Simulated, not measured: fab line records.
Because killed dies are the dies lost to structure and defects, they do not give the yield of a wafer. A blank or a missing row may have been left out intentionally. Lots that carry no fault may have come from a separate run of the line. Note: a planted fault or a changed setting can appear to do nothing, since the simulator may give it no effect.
fab line records    flow sky130
record: lots: 7  wafers: 21  last-day: 50
route steps=708 shown VT_ADJUST_PCH@151 SONOS_TUNNEL@154 PAD_OPEN@708
lots untouched by any fault: they come from a run of this same line in which no faults occurred
start-h: hours from the record's first day to the start of the lot's first wafer shown    wait-h: hours elapsed since this lot's preceding step    " as in the row above    L1.1+2: a single row standing in for several wafers    - either no value or no given start    * or withheld: withheld    < > ~ a bound
route shown NAME@n: names a module that has steps shown in the file, with the first one's number in the route    usual: mean and standard deviation over wafers with no fault    same: alike in all rows    chamber/n: place in a boat    sites: per-site readings    _std_site: their standard deviation    _edge_site: inner sites' mean taken away from outer sites' mean    radius-mm: for every site, how far away it sits from the centre of the wafer    mask NAME#n: copy n    behind: the last tool/chamber to shape the wafer    hold: cause of the lot's hold/its duration in hours/its outcome    device: the transistor (n, p or np) that didn't switch    end of line: tests run on the same wafers once the route is complete    a step without rows: its recipe alone    killed: dies that structure and defects cost at the first sort, which is not the same as the wafer's yield    map: shows each die of a wafer: x if killed, . if not, _ if none is there
set.NAME: the setting that was run; set.NAME@STEP: the one run at that earlier step    model.NAME: the simulator's own value behind a step, which no gauge read
lots seen at some steps along the route; tables by step, rows by wafer
services: from which hour (start-h, from the record's first day; less than 0 if before it) a tool's chamber was out of use, for how many hours, and why
== steps ==
step: SKY_VT_ADJUST_PCH_IMPLANT_08
recipe: species: B  energy-kev: 10  dose-cm2: 5e+11  tilt-deg: withheld
step: SKY_VT_ADJUST_PCH_STRIP_09
recipe: chemistry: O2/N2  power-w: 1400  pressure-mtorr: 1500  platen-temp-c: withheld  o2-flow-sccm: 3000  n2-flow-sccm: 300  overash-fraction: 0.5
usual: drypump-motor-current-A: 5.9/0.41  oes-product-au: 0.722/0.0045  strip-time-to-endpoint-s: 36.89/0.1
lot.wafer  tool             chamber  start-h  wait-h  drypump-motor-current-A  oes-product-au  rf-hours-counter-h  strip-time-to-endpoint-s
L628.3     plasma-asher-03  0        225.66   0.1     6.3                      0.723           -                   37.03
L628.4     "                1        "        "       6.2                      0.725           -                   37.06
L628.5     "                1        "        "       6.2                      0.729           -                   37.06
L629.3     plasma-asher-03  0        238.71   0.1     6.2                      0.724           -                   36.69
L629.4     "                1        "        "       6.2                      0.726           -                   36.73
L629.5     "                0        "        "       6.2                      0.725           -                   36.85
L637.1     plasma-asher-03  0        306.17   0.2     6.2                      0.720           18                  36.87
L637.2     "                1        "        "       6.2                      0.720           18                  36.71
L637.5     "                0        "        "       6.2                      0.723           -                   36.82
L638.1     plasma-asher-03  1        316.18   0.1     6.2                      0.725           20                  36.89
L638.2     "                0        "        "       6.2                      0.718           20                  36.90
L638.3     "                1        "        "       6.2                      0.714           -                   36.87
L639.1     plasma-asher-02  0        317.13   0.1     5.8                      0.723           60                  36.67
L639.3     "                1        "        "       6.1                      0.727           -                   36.85
L639.5     "                1        "        "       6.0                      0.724           -                   36.77
L646.3     plasma-asher-02  0        383.86   0.1     5.8                      0.722           -                   37.03
L646.4     "                1        "        "       6.0                      0.720           -                   36.92
L646.5     "                0        "        "       5.8                      0.730           -                   37.04
L649.1     plasma-asher-03  0        400.53   0.1     6.2                      0.725           28                  36.90
L649.5     "                0        "        "       6.2                      0.720           -                   37.01
L649.6     "                1        "        "       6.3                      0.716           -                   37.03
step: SKY_VT_ADJUST_PCH_TW_MEAS_10
usual: VT_ADJUST_PCH_TW: 142.3/1.3
lot.wafer  tool           chamber  start-h  wait-h  VT_ADJUST_PCH_TW
L628.3     film-metro-02  -        225.75   0.1     139.7
L628.4     "              -        "        "       140.1
L628.5     "              -        "        "       139.7
L629.3     film-metro-04  -        238.80   0.1     143.2
L629.4     "              -        "        "       141.9
L629.5     "              -        "        "       142.9
L637.1     film-metro-04  -        306.27   0.1     143.7
L637.2     "              -        "        "       143.6
L637.5     "              -        "        "       143.6
L638.1     film-metro-04  -        316.28   0.1     143.6
L638.2     "              -        "        "       143.9
L638.3     "              -        "        "       143.3
L639.1     film-metro-01  -        317.23   0.1     141.4
L639.3     "              -        "        "       141.2
L639.5     "              -        "        "       140.9
L646.3     film-metro-04  -        383.95   0.1     143.6
L646.4     "              -        "        "       143.0
L646.5     "              -        "        "       143.3
L649.1     film-metro-01  -        400.63   0.1     142.2
L649.5     "              -        "        "       142.8
L649.6     "              -        "        "       143.2
step: SKY_SONOS_TUNNEL_DEHYDRATE_00
recipe: temp-c: 200  time-s: 60
step: SKY_SONOS_TUNNEL_HMDS_01
recipe: prime-time-s: 60  prime-temp-c: 120
step: SKY_SONOS_TUNNEL_COAT_02
recipe: resist: NOVOLAK  spin-rpm: 3000  resist-thk-nm: 1140
step: SKY_SONOS_TUNNEL_SOFTBAKE_03
recipe: temp-c: 90  time-s: 60  resist: NOVOLAK
step: SKY_SONOS_TUNNEL_EXPOSE_04
recipe: mask-id: TUNM  na: 0.6  source-shape: conventional  sigma-outer: 0.6  polarization: unpolarized  target-cd-nm: 410  dose-mj: 136
step: SKY_SONOS_TUNNEL_PEB_05
recipe: temp-c: withheld  time-s: *  resist: NOVOLAK
step: SKY_SONOS_TUNNEL_DEVELOP_06
recipe: resist: NOVOLAK  developer: TMAH  develop-time-s: 60  dev-temp-c: 23
step: SKY_SONOS_TUNNEL_CD_MEAS_07
recipe: target-cd-nm: 410
usual: cd-nm: 410.0/2
lot.wafer  tool       chamber  start-h  wait-h  cd-nm
L628.3     cd-sem-01  -        249.98   0.1     413.3
L628.4     "          -        "        "       411.9
L628.5     "          -        "        "       411.0
L629.3     cd-sem-01  -        263.33   0.1     412.5
L629.4     "          -        "        "       410.7
L629.5     "          -        "        "       411.0
L637.1     cd-sem-02  -        333.79   0.1     412.8
L637.2     "          -        "        "       413.7
L637.5     "          -        "        "       413.8
L638.1     cd-sem-02  -        343.95   0.1     409.9
L638.2     "          -        "        "       409.2
L638.3     "          -        "        "       409.0
L639.1     cd-sem-02  -        345.34   0.1     409.6
L639.3     "          -        "        "       407.1
L639.5     "          -        "        "       409.8
L646.3     cd-sem-01  -        413.13   0.1     412.5
L646.4     "          -        "        "       411.9
L646.5     "          -        "        "       410.8
L649.1     cd-sem-01  -        429.89   0.1     410.4
L649.5     "          -        "        "       410.1
L649.6     "          -        "        "       410.0
step: SKY_SONOS_TUNNEL_OVL_MEAS_08
usual: SONOS_TUNNEL_OVL: 0.1/1.3
lot.wafer  tool        chamber  start-h  wait-h  SONOS_TUNNEL_OVL[nm]
L628.3     overlay-02  -        250.07   0.1     0.1
L628.4     "           -        "        "       -2.3
L628.5     "           -        "        "       -1.9
L629.3     overlay-01  -        263.42   0.1     -1.4
L629.4     "           -        "        "       -1.6
L629.5     "           -        "        "       -1.1
L637.1     overlay-01  -        333.91   0.1     -0.5
L637.2     "           -        "        "       -0.6
L637.5     "           -        "        "       0.6
L638.1     overlay-01  -        344.07   0.1     0.2
L638.2     "           -        "        "       -0.4
L638.3     "           -        "        "       -0.3
L639.1     overlay-01  -        345.46   0.1     2.5
L639.3     "           -        "        "       1.5
L639.5     "           -        "        "       0.7
L646.3     overlay-02  -        413.22   0.1     3.3
L646.4     "           -        "        "       0.6
L646.5     "           -        "        "       1.5
L649.1     overlay-02  -        430.01   0.1     1.2
L649.5     "           -        "        "       -0.8
L649.6     "           -        "        "       0.0
step: SKY_SONOS_TUNNEL_IMPLANT_09
recipe: species: B  energy-kev: 20  dose-cm2: 1e+12  tilt-deg: withheld
lot.wafer   tool          chamber  start-h  wait-h
L628.3+4+5  implanter-01  0        250.14   0.1
L629.3+4+5  implanter-02  0        263.49   0.1
L637.1+2+5  implanter-02  0        333.95   0.0
L637.1+2+5  implanter-02  0        334.27   0.3
L638.1+2+3  implanter-01  0        344.10   0.0
L639.1+3+5  implanter-04  0        345.49   0.0
L639.1+3+5  implanter-04  0        345.81   0.3
L646.3+4+5  implanter-01  0        413.29   0.1
L646.3+4+5  implanter-01  0        413.61   0.3
L649.1+5+6  implanter-02  0        430.05   0.0
step: SKY_SONOS_TUNNEL_WET_ETCH_10
recipe: chemistry: dHF  target-depth-nm: 14  target: SiO2  dilution: 100:1  temp-c: 25  time-s: 280
step: SKY_SONOS_TUNNEL_STRIP_11
recipe: chemistry: SPM  time-s: 600  temp-c: 130
step: SKY_SONOS_TUNNEL_TW_MEAS_12
usual: SONOS_TUNNEL_TW: 194.9/2.2
lot.wafer  tool           chamber  start-h  wait-h  SONOS_TUNNEL_TW
L628.3     film-metro-02  -        250.52   0.0     193.4
L628.4     "              -        "        "       194.4
L628.5     "              -        "        "       194.3
L629.3     film-metro-04  -        263.89   0.0     196.5
L629.4     "              -        "        "       198.1
L629.5     "              -        "        "       196.9
L637.1     film-metro-03  -        334.70   0.0     237.7
L637.2     "              -        "        "       236.5
L637.5     "              -        "        "       237.0
L638.1     film-metro-03  -        344.52   0.0     193.4
L638.2     "              -        "        "       193.5
L638.3     "              -        "        "       195.1
L639.1     film-metro-03  -        346.23   0.0     237.5
L639.3     "              -        "        "       236.5
L639.5     "              -        "        "       236.0
L646.3     film-metro-04  -        413.99   0.0     242.9
L646.4     "              -        "        "       242.3
L646.5     "              -        "        "       242.6
L649.1     film-metro-02  -        430.46   0.0     193.3
L649.5     "              -        "        "       193.6
L649.6     "              -        "        "       193.7
step: SKY_SONOS_TUNNEL_CLEAN_13
recipe: chemistry: dHF  time-s: 20  dilution: 100:1  dry: ipa-marangoni
step: SKY_PAD_OPEN_PROBE_99
usual: killed_at_M0_to_M3: 43/7.8  killed_at_M4_up: 3.2/1.9  killed-at-contacts: 24/5  killed-at-front-end: 14/4.5  killed-at-other: 0.2/0.41  killed-dies: 84/9.6  killed-open: 47/6.9  killed-short: 38/6
same: gross-dies: 492  killed-at-back-side: 0
lot.wafer  tool       chamber  start-h  wait-h  killed_at_M0_to_M3  killed_at_M4_up  killed-at-contacts  killed-at-front-end  killed-at-other  killed-dies  killed-open  killed-short  model.etest.tip-sonos.rs-ohm-sq  model.etest.sonos-uncharged.r-on-ohm-um  model.etest.sonos-baked.vt-v  model.etest.sonos-programmed.vt-v  model.etest.sonos-uncharged.vt-v  model.etest.sonos-erased.vt-v
L628.3     prober-02  -        1076.31  0.2     48                  5                19                  10                   0                82           47           35            2538                             812.8                                    0.9355                        1.41                               -0.4109                           -2.266
L628.4     prober-02  -        1076.36  0.2     57                  3                26                  11                   0                97           50           47            2576                             808.1                                    0.8871                        1.385                              -0.4419                           -2.222
L628.5     prober-02  -        1076.41  0.2     56                  2                26                  12                   0                96           63           33            2541                             801.9                                    0.9591                        1.407                              -0.4452                           -2.213
L629.3     prober-01  -        1080.40  0.2     39                  3                26                  11                   0                79           37           42            2637                             812.3                                    1.037                         1.567                              -0.4428                           -2.379
L629.4     prober-01  -        1080.45  0.2     51                  4                24                  13                   0                92           42           50            2605                             796.9                                    0.9798                        1.544                              -0.4462                           -2.36
L629.5     prober-01  -        1080.50  0.2     40                  2                31                  19                   0                92           47           45            2611                             817.1                                    0.9652                        1.531                              -0.412                            -2.302
L637.1     prober-01  -        1139.46  0.1     36                  7                23                  16                   0                82           42           40            2790                             893.2                                    1.267                         1.808                              -0.2061                           -2.158
L637.2     prober-01  -        1139.51  0.1     47                  2                16                  16                   1                82           41           41            2772                             885.3                                    1.271                         1.79                               -0.1836                           -2.142
L637.5     prober-01  -        1139.66  0.2     44                  2                20                  16                   0                82           46           36            2790                             871.5                                    1.309                         1.821                              -0.2112                           -2.146
L638.1     prober-02  -        1146.70  0.1     39                  3                23                  17                   1                83           50           33            2573                             784.1                                    1.095                         1.606                              -0.4209                           -2.354
L638.2     prober-02  -        1146.75  0.1     45                  6                21                  14                   0                86           52           34            2595                             780.5                                    0.9895                        1.566                              -0.477                            -2.343
L638.3     prober-02  -        1146.80  0.2     40                  3                26                  9                    0                78           41           37            2656                             793.2                                    1.082                         1.621                              -0.4725                           -2.35
L639.1     prober-01  -        1154.16  0.1     29                  3                26                  13                   0                71           39           32            2794                             866.4                                    1.254                         1.789                              -0.2112                           -2.135
L639.3     prober-01  -        1154.26  0.2     37                  6                23                  22                   0                88           50           38            2767                             887.1                                    1.343                         1.846                              -0.2066                           -2.197
L639.5     prober-01  -        1154.36  0.2     40                  0                28                  8                    0                76           39           37            2792                             867.7                                    1.281                         1.781                              -0.245                            -2.179
L646.3     prober-02  -        1186.60  0.2     44                  2                21                  14                   1                82           50           32            2814                             880.5                                    1.188                         1.66                               -0.1931                           -1.952
L646.4     prober-02  -        1186.65  0.2     38                  2                31                  15                   0                86           44           42            2834                             883.5                                    1.14                          1.637                              -0.1802                           -1.983
L646.5     prober-02  -        1186.70  0.2     42                  1                27                  14                   0                84           48           36            2838                             883                                      1.217                         1.625                              -0.1856                           -1.938
L649.1     prober-01  -        1195.35  0.1     40                  4                30                  15                   0                89           49           40            2648                             813                                      0.96                          1.466                              -0.4238                           -2.296
L649.5     prober-01  -        1195.55  0.2     36                  4                27                  10                   0                77           38           39            2625                             808.2                                    0.9719                        1.428                              -0.4199                           -2.296
L649.6     prober-01  -        1195.60  0.2     41                  2                24                  12                   0                79           45           34            2668                             818.8                                    0.9513                        1.433                              -0.4173                           -2.288
killed by level:class
L628.3 VIA1:geometric-particle:open=15 CONTACT:geometric-particle:open=8 METAL2:geometric-particle:short=7 VIA1:geometric-particle:short=6 VIA2:geometric-particle:open=6 CONTACT:geometric-particle:short=5 METAL1:geometric-particle:short=4 POLY_GATE:geometric-particle:short=3
L628.4 VIA1:geometric-particle:open=14 CONTACT:geometric-particle:open=10 VIA2:geometric-particle:open=9 LI_CONTACT:geometric-particle:open=7 VIA1:geometric-particle:short=7 METAL1:geometric-particle:short=7 LOCAL_INTERCONNECT:geometric-particle:short=6 FIELD_ISO:geometric-particle:short=5
L628.5 VIA1:geometric-particle:open=16 VIA2:geometric-particle:open=13 CONTACT:geometric-particle:open=11 LI_CONTACT:geometric-particle:open=9 VIA3:geometric-particle:open=6 METAL1:geometric-particle:short=5 VIA1:geometric-particle:short=5 POLY_GATE:geometric-particle:short=4
L629.3 CONTACT:geometric-particle:open=9 METAL2:geometric-particle:short=9 VIA3:geometric-particle:short=8 LI_CONTACT:geometric-particle:open=8 CONTACT:geometric-particle:short=7 VIA3:geometric-particle:open=6 VIA1:geometric-particle:open=6 SPACER:geometric-particle:short=3
L629.4 CONTACT:geometric-particle:open=10 VIA3:geometric-particle:open=10 CONTACT:geometric-particle:short=8 METAL1:geometric-particle:short=8 VIA2:geometric-particle:open=8 METAL3:geometric-particle:short=7 VIA1:geometric-particle:short=4 VIA1:geometric-particle:open=4
L629.5 CONTACT:geometric-particle:open=9 VIA1:geometric-particle:open=7 LI_CONTACT:geometric-particle:open=7 CONTACT:geometric-particle:short=7 VIA2:geometric-particle:short=6 VIA3:geometric-particle:open=6 POLY_GATE:geometric-particle:open=5 VIA1:geometric-particle:short=5
L637.1 VIA1:geometric-particle:open=12 LI_CONTACT:geometric-particle:open=7 CONTACT:geometric-particle:open=6 FIELD_ISO:geometric-particle:short=5 LI_CONTACT:geometric-particle:short=5 METAL4:geometric-particle:short=5 FIELD_ISO:geometric-particle:open=4 CONTACT:geometric-particle:short=4
L637.2 VIA1:geometric-particle:open=16 METAL1:geometric-particle:short=8 METAL2:geometric-particle:short=8 FIELD_ISO:geometric-particle:short=6 LI_CONTACT:geometric-particle:open=5 CONTACT:geometric-particle:short=5 POLY_GATE:geometric-particle:short=4 METAL2:geometric-particle:open=4
L637.5 VIA1:geometric-particle:open=13 METAL2:geometric-particle:short=9 VIA2:geometric-particle:open=7 LI_CONTACT:geometric-particle:open=6 CONTACT:geometric-particle:open=6 FIELD_ISO:geometric-particle:short=5 FIELD_ISO:geometric-particle:open=5 CONTACT:geometric-particle:short=5
L638.1 VIA1:geometric-particle:open=16 CONTACT:geometric-particle:open=10 FIELD_ISO:geometric-particle:short=5 SPACER:geometric-particle:short=4 VIA3:geometric-particle:open=4 LI_CONTACT:geometric-particle:open=4 LOCAL_INTERCONNECT:geometric-particle:short=4 VIA2:geometric-particle:short=4
L638.2 VIA1:geometric-particle:open=13 CONTACT:geometric-particle:open=8 VIA3:geometric-particle:open=7 LI_CONTACT:geometric-particle:open=6 METAL1:geometric-particle:short=6 FIELD_ISO:geometric-particle:open=5 VIA2:geometric-particle:open=5 METAL3:geometric-particle:short=4
L638.3 LI_CONTACT:geometric-particle:open=8 VIA3:geometric-particle:open=8 LI_CONTACT:geometric-particle:short=7 CONTACT:geometric-particle:open=7 VIA1:geometric-particle:open=6 METAL1:geometric-particle:short=5 METAL3:geometric-particle:short=5 VIA3:geometric-particle:short=5
L639.1 CONTACT:geometric-particle:open=9 LOCAL_INTERCONNECT:geometric-particle:short=6 FIELD_ISO:geometric-particle:short=5 LI_CONTACT:geometric-particle:open=5 METAL1:geometric-particle:short=5 VIA1:geometric-particle:open=5 VIA3:geometric-particle:open=5 CONTACT:geometric-particle:short=4
L639.3 VIA1:geometric-particle:open=12 POLY_GATE:geometric-particle:open=8 LI_CONTACT:geometric-particle:open=8 LOCAL_INTERCONNECT:geometric-particle:short=6 VIA3:geometric-particle:open=6 CONTACT:geometric-particle:short=5 METAL1:geometric-particle:short=5 VIA2:geometric-particle:open=4
L639.5 METAL1:geometric-particle:short=10 LI_CONTACT:geometric-particle:open=8 VIA1:geometric-particle:open=8 LOCAL_INTERCONNECT:geometric-particle:short=7 VIA1:geometric-particle:short=7 CONTACT:geometric-particle:open=6 FIELD_ISO:geometric-particle:open=5 METAL3:geometric-particle:short=4
L646.3 VIA1:geometric-particle:open=11 CONTACT:geometric-particle:open=8 VIA3:geometric-particle:open=8 LI_CONTACT:geometric-particle:open=6 METAL3:geometric-particle:short=5 VIA1:geometric-particle:short=5 VIA2:geometric-particle:open=5 VIA3:geometric-particle:short=4
L646.4 LI_CONTACT:geometric-particle:open=12 CONTACT:geometric-particle:open=8 VIA1:geometric-particle:short=7 VIA1:geometric-particle:open=6 METAL2:geometric-particle:short=6 POLY_GATE:geometric-particle:short=5 VIA2:geometric-particle:short=5 CONTACT:geometric-particle:short=4
L646.5 VIA1:geometric-particle:open=9 CONTACT:geometric-particle:open=8 LI_CONTACT:geometric-particle:open=6 CONTACT:geometric-particle:short=6 VIA2:geometric-particle:open=6 METAL1:geometric-particle:short=5 VIA3:geometric-particle:open=5 POLY_GATE:geometric-particle:open=4
L649.1 LI_CONTACT:geometric-particle:open=11 CONTACT:geometric-particle:open=8 VIA1:geometric-particle:open=8 VIA3:geometric-particle:open=8 VIA1:geometric-particle:short=6 FIELD_ISO:geometric-particle:short=5 POLY_GATE:geometric-particle:open=5 CONTACT:geometric-particle:short=5
L649.5 VIA1:geometric-particle:open=8 LOCAL_INTERCONNECT:geometric-particle:short=7 LI_CONTACT:geometric-particle:open=7 CONTACT:geometric-particle:open=7 METAL2:geometric-particle:short=7 POLY_GATE:geometric-particle:short=4 METAL1:geometric-particle:short=4 VIA3:geometric-particle:open=4
L649.6 VIA1:geometric-particle:open=13 CONTACT:geometric-particle:open=8 LI_CONTACT:geometric-particle:open=6 LOCAL_INTERCONNECT:geometric-particle:short=5 VIA2:geometric-particle:open=5 VIA3:geometric-particle:open=5 METAL1:geometric-particle:short=4 VIA1:geometric-particle:short=4
== services ==
tool             chamber  start-h  hours  kind
implanter-04     -        202.28   6.3    repair
implanter-02     -        204.92   5.1    repair
implanter-02     -        210.03   4.8    pm
implanter-04     -        237.81   2.3    repair
implanter-01     -        284.72   2.9    pm
implanter-01     -        297.18   5.6    repair
plasma-asher-02  -        301.22   6.1    repair
implanter-02     -        320.56   3.3    repair
implanter-04     -        322.27   12.9   pm
plasma-asher-03  -        371.09   4.2    repair
plasma-asher-03  -        376.37   1.2    repair
implanter-02     -        379.24   3.7    repair
implanter-02     -        383.08   1.3    repair
plasma-asher-02  -        390.57   28.1   pm
implanter-01     -        401.33   4.1    pm
implanter-04     -        415.78   4.3    pm
plasma-asher-03  -        424.96   4.3    pm
implanter-04     -        426.73   1.8    repair
== key ==
first-sign: step: SKY_SONOS_TUNNEL_IMPLANT_09  reading: visit  direction: added
effect: step: SKY_SONOS_TUNNEL_TW_MEAS_12  reading: SONOS_TUNNEL_TW  direction: up  sigmas: 20  usual: 194.9  struck: 238.8
model-effect: step: SKY_PAD_OPEN_PROBE_99  value: etest.tip-sonos.rs-ohm-sq  without: 2655  struck: 2799
met-at SKY_SONOS_TUNNEL_IMPLANT_09
struck-wafers L637.1,L637.2,L637.5,L639.1,L639.3,L639.5,L646.3,L646.4,L646.5
tester-left-out L637,L639,L646
fault: kind: repeated-step-whole  tool: implanter-01,implanter-02,implanter-04  chamber: -  onset-h: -  steps: SKY_SONOS_TUNNEL_IMPLANT_09  times: 1  scope: struck-lots-only
tester-left-out: of these lots the tester's yield and bins aren't shown, on N5 and GAA mostly nor the transistor test; their killed dies are dies lost to structure and defects alone, not to doping, threshold or leakage, so they don't give the yield
